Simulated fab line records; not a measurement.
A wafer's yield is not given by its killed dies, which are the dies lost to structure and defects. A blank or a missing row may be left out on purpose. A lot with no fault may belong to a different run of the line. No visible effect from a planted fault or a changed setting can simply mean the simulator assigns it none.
Which tool was responsible? :: flow sky130 :: 24 lots, 72 wafers sampled, at 6 steps of a route of 708

== WHAT THE GAUGES READ, wafer by wafer ==
SKY_FIELD_ISO_THK_MEAS_02.
lot: L074
measured: day 1 11:39
on: film-metro-03
FIELD_ISO_OXIDATION_00_THK (nm): 12.19 12.04 11.84

lot: L075
measured: day 1 16:39
on: film-metro-04
FIELD_ISO_OXIDATION_00_THK (nm): 11.97 11.96 11.98

lot: L076
measured: day 1 21:38
on: film-metro-01
FIELD_ISO_OXIDATION_00_THK (nm): 11.68 11.96 11.78

lot: L077
measured: day 2 02:59
on: film-metro-01
FIELD_ISO_OXIDATION_00_THK (nm): 12.23 12.24 12.14

lot: L078
measured: day 2 07:38
on: film-metro-03
FIELD_ISO_OXIDATION_00_THK (nm): 11.86 11.88 11.90

lot: L079
measured: day 2 13:51
on: film-metro-04
FIELD_ISO_OXIDATION_00_THK (nm): 11.72 11.90 11.73

lot: L080
measured: day 2 18:41
on: film-metro-01
FIELD_ISO_OXIDATION_00_THK (nm): 12.21 12.29 12.40

lot: L081
measured: day 2 22:39
on: film-metro-01
FIELD_ISO_OXIDATION_00_THK (nm): 11.76 11.94 11.63

lot: L082
measured: day 3 03:39
on: film-metro-03
FIELD_ISO_OXIDATION_00_THK (nm): 11.97 12.30 12.26

lot: L083
measured: day 3 08:47
on: film-metro-01
FIELD_ISO_OXIDATION_00_THK (nm): 11.89 11.93 11.78

lot: L084
measured: day 3 14:09
on: film-metro-04
FIELD_ISO_OXIDATION_00_THK (nm): 11.92 12.33 11.83

lot: L085
measured: day 3 19:13
on: film-metro-04
FIELD_ISO_OXIDATION_00_THK (nm): 11.61 11.87 11.80

lot: L086
measured: day 3 23:38
on: film-metro-03
FIELD_ISO_OXIDATION_00_THK (nm): 11.63 11.47 11.82

lot: L087
measured: day 4 04:38
on: film-metro-04
FIELD_ISO_OXIDATION_00_THK (nm): 11.67 11.96 11.71

lot: L088
measured: day 4 09:41
on: film-metro-01
FIELD_ISO_OXIDATION_00_THK (nm): 11.96 11.85 11.99

lot: L089
measured: day 4 14:56
on: film-metro-04
FIELD_ISO_OXIDATION_00_THK (nm): 11.90 11.88 11.80

lot: L090
measured: day 4 20:36
on: film-metro-01
FIELD_ISO_OXIDATION_00_THK (nm): 12.09 11.97 11.84

lot: L091
measured: day 5 01:17
on: film-metro-01
FIELD_ISO_OXIDATION_00_THK (nm): 11.93 11.93 11.88

lot: L092
measured: day 5 06:27
on: film-metro-01
FIELD_ISO_OXIDATION_00_THK (nm): 12.15 11.91 12.04

lot: L093
measured: day 5 11:17
on: film-metro-04
FIELD_ISO_OXIDATION_00_THK (nm): 11.99 12.36 12.23

lot: L094
measured: day 5 15:49
on: film-metro-04
FIELD_ISO_OXIDATION_00_THK (nm): 11.92 11.75 11.79

lot: L095
measured: day 5 21:02
on: film-metro-03
FIELD_ISO_OXIDATION_00_THK (nm): 11.86 11.91 12.07

lot: L096
measured: day 6 01:56
on: film-metro-04
FIELD_ISO_OXIDATION_00_THK (nm): 11.99 12.07 12.12

lot: L097
measured: day 6 09:40
on: film-metro-01
FIELD_ISO_OXIDATION_00_THK (nm): 11.63 11.63 11.68

SKY_FIELD_ISO_THK_MEAS_23.
lot: L074
measured: day 2 10:04
on: film-metro-04
FIELD_ISO_OXIDATION_01_THK (nm): 10.06 10.16 10.15

lot: L075
measured: day 2 12:40
on: film-metro-03
FIELD_ISO_OXIDATION_01_THK (nm): 10.03 10.12 10.05

lot: L076
measured: day 2 17:49
on: film-metro-04
FIELD_ISO_OXIDATION_01_THK (nm): 9.97 10.04 10.06

lot: L077
measured: day 2 21:59
on: film-metro-04
FIELD_ISO_OXIDATION_01_THK (nm): 9.80 10.09 9.93

lot: L078
measured: day 3 02:02
on: film-metro-04
FIELD_ISO_OXIDATION_01_THK (nm): 9.96 10.11 9.97

lot: L079
measured: day 3 11:02
on: film-metro-04
FIELD_ISO_OXIDATION_01_THK (nm): 10.22 9.95 10.25

lot: L080
measured: day 3 14:06
on: film-metro-01
FIELD_ISO_OXIDATION_01_THK (nm): 9.66 9.85 9.69

lot: L081
measured: day 3 17:43
on: film-metro-04
FIELD_ISO_OXIDATION_01_THK (nm): 9.95 10.05 9.96

lot: L082
measured: day 3 23:38
on: film-metro-01
FIELD_ISO_OXIDATION_01_THK (nm): 9.71 9.54 9.62

lot: L083
measured: day 4 05:13
on: film-metro-01
FIELD_ISO_OXIDATION_01_THK (nm): 9.74 9.96 9.67

lot: L084
measured: day 4 11:04
on: film-metro-01
FIELD_ISO_OXIDATION_01_THK (nm): 9.89 9.99 9.96

lot: L085
measured: day 4 18:13
on: film-metro-03
FIELD_ISO_OXIDATION_01_THK (nm): 9.94 10.16 10.08

lot: L086
measured: day 4 22:05
on: film-metro-04
FIELD_ISO_OXIDATION_01_THK (nm): 9.85 9.97 9.85

lot: L087
measured: day 5 03:49
on: film-metro-04
FIELD_ISO_OXIDATION_01_THK (nm): 10.18 10.07 10.10

lot: L088
measured: day 5 07:35
on: film-metro-04
FIELD_ISO_OXIDATION_01_THK (nm): 10.01 9.94 9.87

lot: L089
measured: day 5 12:35
on: film-metro-04
FIELD_ISO_OXIDATION_01_THK (nm): 9.96 10.18 9.96

lot: L090
measured: day 5 17:59
on: film-metro-03
FIELD_ISO_OXIDATION_01_THK (nm): 9.88 9.95 9.78

lot: L091
measured: day 6 00:25
on: film-metro-04
FIELD_ISO_OXIDATION_01_THK (nm): 9.95 9.96 9.90

lot: L092
measured: day 6 03:53
on: film-metro-04
FIELD_ISO_OXIDATION_01_THK (nm): 9.99 9.76 9.82

lot: L093
measured: day 7 16:27
on: film-metro-04
FIELD_ISO_OXIDATION_01_THK (nm): 9.56 9.69 9.76

lot: L094
measured: day 7 16:24
on: film-metro-04
FIELD_ISO_OXIDATION_01_THK (nm): 9.84 9.63 9.61

lot: L095
measured: day 7 16:26
on: film-metro-01
FIELD_ISO_OXIDATION_01_THK (nm): 10.05 9.98 9.96

lot: L096
measured: day 7 16:23
on: film-metro-03
FIELD_ISO_OXIDATION_01_THK (nm): 10.09 9.87 9.96

lot: L097
measured: day 7 16:23
on: film-metro-01
FIELD_ISO_OXIDATION_01_THK (nm): 9.77 9.74 9.75

SKY_PWDE_TW_MEAS_10.
lot: L074
measured: day 4 00:07
on: film-metro-01
PWDE_TW: 375 377 373

lot: L075
measured: day 4 02:55
on: film-metro-01
PWDE_TW: 375 375 374

lot: L076
measured: day 4 08:19
on: film-metro-02
PWDE_TW: 367 368 367

lot: L077
measured: day 4 10:37
on: film-metro-01
PWDE_TW: 374 377 377

lot: L078
measured: day 4 16:34
on: film-metro-03
PWDE_TW: 371 370 368

lot: L079
measured: day 5 02:18
on: film-metro-02
PWDE_TW: 374 375 373

lot: L080
measured: day 5 03:50
on: film-metro-03
PWDE_TW: 369 371 369

lot: L081
measured: day 5 08:20
on: film-metro-03
PWDE_TW: 369 372 371

lot: L082
measured: day 5 15:20
on: film-metro-03
PWDE_TW: 372 372 372

lot: L083
measured: day 5 22:43
on: film-metro-01
PWDE_TW: 375 373 376

lot: L084
measured: day 6 03:25
on: film-metro-02
PWDE_TW: 370 371 369

lot: L085
measured: day 6 09:55
on: film-metro-03
PWDE_TW: 374 375 372

lot: L086
measured: day 6 13:08
on: film-metro-02
PWDE_TW: 370 372 370

lot: L087
measured: day 6 17:34
on: film-metro-02
PWDE_TW: 370 366 369

lot: L088
measured: day 6 20:58
on: film-metro-03
PWDE_TW: 371 373 372

lot: L089
measured: day 7 01:10
on: film-metro-01
PWDE_TW: 374 374 375

lot: L090
measured: day 7 08:01
on: film-metro-01
PWDE_TW: 374 375 373

lot: L091
measured: day 7 16:45
on: film-metro-02
PWDE_TW: 369 365 370

lot: L092
measured: day 8 02:27
on: film-metro-01
PWDE_TW: 375 375 375

lot: L093
measured: day 9 16:30
on: film-metro-01
PWDE_TW: 377 376 377

lot: L094
measured: day 9 15:50
on: film-metro-03
PWDE_TW: 372 371 372

lot: L095
measured: day 9 16:01
on: film-metro-01
PWDE_TW: 377 377 377

lot: L096
measured: day 9 16:11
on: film-metro-03
PWDE_TW: 369 371 370

lot: L097
measured: day 9 15:40
on: film-metro-01
PWDE_TW: 375 376 376

SKY_NWELL_OVL_MEAS_10.
lot: L074
measured: day 4 17:32
on: overlay-02
NWELL_00_OVL (nm): -0.3 0.0 -0.1

lot: L075
measured: day 4 19:36
on: overlay-01
NWELL_00_OVL (nm): 1.7 3.4 3.4

lot: L076
measured: day 5 01:41
on: overlay-02
NWELL_00_OVL (nm): -1.9 0.2 -0.7

lot: L077
measured: day 5 03:59
on: overlay-01
NWELL_00_OVL (nm): -0.7 -1.2 0.3

lot: L078
measured: day 5 09:13
on: overlay-02
NWELL_00_OVL (nm): 0.4 -0.7 1.2

lot: L079
measured: day 5 20:38
on: overlay-02
NWELL_00_OVL (nm): 0.3 -0.6 -0.4

lot: L080
measured: day 5 21:44
on: overlay-02
NWELL_00_OVL (nm): 2.7 1.2 0.7

lot: L081
measured: day 6 01:51
on: overlay-01
NWELL_00_OVL (nm): -0.8 0.3 -3.9

lot: L082
measured: day 6 08:32
on: overlay-02
NWELL_00_OVL (nm): 0.0 0.1 -1.1

lot: L083
measured: day 6 14:17
on: overlay-01
NWELL_00_OVL (nm): -0.3 1.8 1.4

lot: L084
measured: day 6 18:31
on: overlay-01
NWELL_00_OVL (nm): 2.6 2.0 1.4

lot: L085
measured: day 7 00:32
on: overlay-02
NWELL_00_OVL (nm): 0.6 1.4 1.1

lot: L086
measured: day 7 07:20
on: overlay-02
NWELL_00_OVL (nm): 3.1 1.0 1.4

lot: L087
measured: day 7 12:59
on: overlay-01
NWELL_00_OVL (nm): 0.1 -1.1 -2.0

lot: L088
measured: day 7 17:44
on: overlay-01
NWELL_00_OVL (nm): 1.2 -0.7 0.6

lot: L089
measured: day 7 21:40
on: overlay-02
NWELL_00_OVL (nm): -1.5 0.5 2.6

lot: L090
measured: day 8 03:47
on: overlay-02
NWELL_00_OVL (nm): -0.2 2.3 4.7

lot: L091
measured: day 8 12:53
on: overlay-02
NWELL_00_OVL (nm): -0.3 -0.6 -1.2

lot: L092
measured: day 8 21:50
on: overlay-01
NWELL_00_OVL (nm): -1.1 -1.4 -1.2

lot: L093
measured: day 10 14:50
on: overlay-01
NWELL_00_OVL (nm): 1.6 -0.6 0.6

lot: L094
measured: day 10 13:33
on: overlay-01
NWELL_00_OVL (nm): 2.8 2.1 -0.1

lot: L095
measured: day 10 14:29
on: overlay-01
NWELL_00_OVL (nm): 1.9 1.3 2.0

lot: L096
measured: day 10 14:32
on: overlay-02
NWELL_00_OVL (nm): -0.6 0.0 0.0

lot: L097
measured: day 10 13:20
on: overlay-01
NWELL_00_OVL (nm): -0.4 0.5 0.2

SKY_SONOS_ONO_THK_MEAS_05.
lot: L074
measured: day 11 14:20
on: film-metro-04
SONOS_ONO_CVD_04_THK (nm): 5.61 5.55 5.58

lot: L075
measured: day 11 17:13
on: film-metro-01
SONOS_ONO_CVD_04_THK (nm): 5.62 5.69 5.63

lot: L076
measured: day 12 01:09
on: film-metro-01
SONOS_ONO_CVD_04_THK (nm): 5.56 5.56 5.57

lot: L077
measured: day 12 03:59
on: film-metro-03
SONOS_ONO_CVD_04_THK (nm): 5.72 5.72 5.68

lot: L078
measured: day 12 09:33
on: film-metro-01
SONOS_ONO_CVD_04_THK (nm): 5.77 5.68 5.80

lot: L079
measured: day 13 03:06
on: film-metro-04
SONOS_ONO_CVD_04_THK (nm): 5.52 5.54 5.61

lot: L080
measured: day 13 04:20
on: film-metro-04
SONOS_ONO_CVD_04_THK (nm): 5.82 5.71 5.73

lot: L081
measured: day 13 13:15
on: film-metro-04
SONOS_ONO_CVD_04_THK (nm): 5.66 5.65 5.63

lot: L082
measured: day 13 19:29
on: film-metro-04
SONOS_ONO_CVD_04_THK (nm): 5.74 5.73 5.72

lot: L083
measured: day 14 09:26
on: film-metro-04
SONOS_ONO_CVD_04_THK (nm): 5.94 5.83 5.84

lot: L084
measured: day 14 16:44
on: film-metro-01
SONOS_ONO_CVD_04_THK (nm): 5.61 5.75 5.80

lot: L085
measured: day 14 19:58
on: film-metro-01
SONOS_ONO_CVD_04_THK (nm): 5.75 5.74 5.88

lot: L086
measured: day 15 07:41
on: film-metro-01
SONOS_ONO_CVD_04_THK (nm): 5.95 5.90 5.88

lot: L087
measured: day 15 13:37
on: film-metro-04
SONOS_ONO_CVD_04_THK (nm): 5.93 5.96 5.93

lot: L088
measured: day 15 21:49
on: film-metro-03
SONOS_ONO_CVD_04_THK (nm): 5.71 5.76 5.70

lot: L089
measured: day 16 03:50
on: film-metro-01
SONOS_ONO_CVD_04_THK (nm): 5.76 5.81 5.82

lot: L090
measured: day 16 10:42
on: film-metro-03
SONOS_ONO_CVD_04_THK (nm): 5.88 5.86 5.87

lot: L091
measured: day 17 00:46
on: film-metro-03
SONOS_ONO_CVD_04_THK (nm): 5.69 5.57 5.52

lot: L092
measured: day 17 11:52
on: film-metro-03
SONOS_ONO_CVD_04_THK (nm): 5.83 5.92 5.81

lot: L093
measured: day 19 22:31
on: film-metro-04
SONOS_ONO_CVD_04_THK (nm): 5.85 5.69 5.65

lot: L094
measured: day 19 19:21
on: film-metro-01
SONOS_ONO_CVD_04_THK (nm): 5.81 5.75 5.76

lot: L095
measured: day 19 22:30
on: film-metro-03
SONOS_ONO_CVD_04_THK (nm): 5.79 5.87 5.81

lot: L096
measured: day 19 23:46
on: film-metro-01
SONOS_ONO_CVD_04_THK (nm): 5.57 5.49 5.51

lot: L097
measured: day 19 16:41
on: film-metro-01
SONOS_ONO_CVD_04_THK (nm): 5.70 5.69 5.77

SKY_POLY_GATE_OVL_MEAS_14.
lot: L074
measured: day 16 03:14
on: overlay-01
POLY_GATE_OVL (nm): -1 -2 -2

lot: L075
measured: day 16 08:08
on: overlay-01
POLY_GATE_OVL (nm): -5 -1 -5

lot: L076
measured: day 16 14:35
on: overlay-01
POLY_GATE_OVL (nm): -3 -5 -8

lot: L077
measured: day 17 01:58
on: overlay-01
POLY_GATE_OVL (nm): -6 0 -3

lot: L078
measured: day 17 07:51
on: overlay-01
POLY_GATE_OVL (nm): -8 -5 -10

lot: L079
measured: day 18 04:30
on: overlay-02
POLY_GATE_OVL (nm): -3 -5 -9

lot: L080
measured: day 18 04:50
on: overlay-01
POLY_GATE_OVL (nm): -10 -10 -3

lot: L081
measured: day 18 13:15
on: overlay-01
POLY_GATE_OVL (nm): -5 -10 -6

lot: L082
measured: day 18 19:51
on: overlay-01
POLY_GATE_OVL (nm): -5 -2 -1

lot: L083
measured: day 19 12:44
on: overlay-02
POLY_GATE_OVL (nm): -8 -12 -6

lot: L084
measured: day 20 00:35
on: overlay-01
POLY_GATE_OVL (nm): 0 -6 -3

lot: L085
measured: day 20 01:48
on: overlay-01
POLY_GATE_OVL (nm): 0 4 -7

lot: L086
measured: day 20 12:34
on: overlay-01
POLY_GATE_OVL (nm): 8 0 1

lot: L087
measured: day 20 19:21
on: overlay-02
POLY_GATE_OVL (nm): -6 -6 -3

lot: L088
measured: day 21 05:50
on: overlay-02
POLY_GATE_OVL (nm): -4 -6 -14

lot: L089
measured: day 21 14:26
on: overlay-02
POLY_GATE_OVL (nm): -13 -5 -9

lot: L090
measured: day 21 19:26
on: overlay-02
POLY_GATE_OVL (nm): 1 -4 3

lot: L091
measured: day 22 11:30
on: overlay-01
POLY_GATE_OVL (nm): 2 3 4

lot: L092
measured: day 23 03:25
on: overlay-01
POLY_GATE_OVL (nm): 8 -2 -2

lot: L093
measured: day 25 05:05
on: overlay-01
POLY_GATE_OVL (nm): 0 -2 2

lot: L094
measured: day 25 01:50
on: overlay-01
POLY_GATE_OVL (nm): 5 10 7

lot: L095
measured: day 25 03:22
on: overlay-01
POLY_GATE_OVL (nm): 10 4 3

lot: L096
measured: day 25 08:58
on: overlay-02
POLY_GATE_OVL (nm): -1 5 3

lot: L097
measured: day 25 00:57
on: overlay-01
POLY_GATE_OVL (nm): -6 1 -4

== TOOL THAT RAN EACH LOT (tool first, then ch and the chambers of the sampled wafers, then the start) ==
No process step before these readings appears in the record.

== AS READ BY THE TOOLS THEMSELVES (means over the sampled wafers that have a number; for cases with no such wafer, the mark the record gives instead) ==
The record holds no such reading with a usual standard deviation.

== THE ANSWER, worked out from the rows above alone ==
Rule: the lots themselves supply what counts as usual. Put in order of their means at a reading, lots are off if they are a third of the lots or fewer, leave a main group of 4 or more, and stand apart from it by a gap of 3 or more times the standard deviation of the main group's means; of several such gaps the widest counts. If all means in a main group match to the digits the tables above print for the reading, that group is not used. Also off: a lot with no number at a reading for which 4 or more lots have one. All remaining lots with rows at the step are treated as sound. First the gauges in route order, then the tools' own readings, where a lot's mean is used as printed above. At the first step where some lot is off, the reading lying furthest off is the one used; lots without a number count as furthest.
Across all readings shown, no lot is off: no conclusion can be drawn from this.

== WHAT THE SIMULATOR HAD PUT IN ==
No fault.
